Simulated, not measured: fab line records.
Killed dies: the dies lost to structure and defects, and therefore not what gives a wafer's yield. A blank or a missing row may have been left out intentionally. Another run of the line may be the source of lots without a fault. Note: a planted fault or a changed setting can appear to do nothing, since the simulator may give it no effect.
Matching of chambers | flow sky130 | cmp-02 running SKY_VIA2_CMP_02: 4 sister chambers
The step polishes SiO2. 4 wafers are shown with their chamber, then 12 later ones without.

== WAFERS PAIRED WITH THEIR CHAMBERS ==
wafer  | chamber | motor_current_A (A)
L086.5 | 3       | 13.3
L089.1 | 0       | 10.1
L089.5 | 2       | 10.4
L089.6 | 1       | 12.4

== WAFERS MISSING THEIR CHAMBER ==
wafer  | motor_current_A (A)
L090.2 | 10.1
L090.3 | 11.0
L090.4 | 14.8
L092.1 | 9.8
L092.4 | 14.4
L092.6 | 10.4
L096.1 | 13.9
L096.4 | 12.0
L096.6 | 12.3
L097.3 | 14.3
L097.5 | 13.7
L097.6 | 10.3

== WHICH CHAMBER EACH ONE RAN IN ==
wafer  | from the rows above          | in truth
L090.2 | can't be placed: 0 or 2      | 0
L090.3 | can't be placed: 2 or 0 or 1 | 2
L090.4 | can't be placed: 3 or 1      | 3
L092.1 | can't be placed: 0 or 2      | 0
L092.4 | can't be placed: 3 or 1      | 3
L092.6 | can't be placed: 2 or 0      | 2
L096.1 | can't be placed: 3 or 1      | 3
L096.4 | can't be placed: 1 or 3 or 2 | 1
L096.6 | can't be placed: 1 or 3      | 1
L097.3 | can't be placed: 3 or 1      | 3
L097.5 | can't be placed: 3 or 1      | 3
L097.6 | can't be placed: 2 or 0      | 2
0 of 12 placed correctly. From these rows, 12 cannot be placed; in 12 the true chamber is one of the candidates. Number placed wrongly: 0.
How it was worked out, from the rows above alone: a wafer's distance from a chamber is the root of the sum, over the readings, of the square of ((its reading less the chamber's mean) divided by the reading's scatter). The wafer belongs to the nearest chamber; if the next one is less than 2 further off, it can't be placed. The mean given for a chamber averages the wafers shown for that chamber. The scatter: root of mean squared gap, hidden wafer to nearest shown wafer, with one shown wafer a chamber.
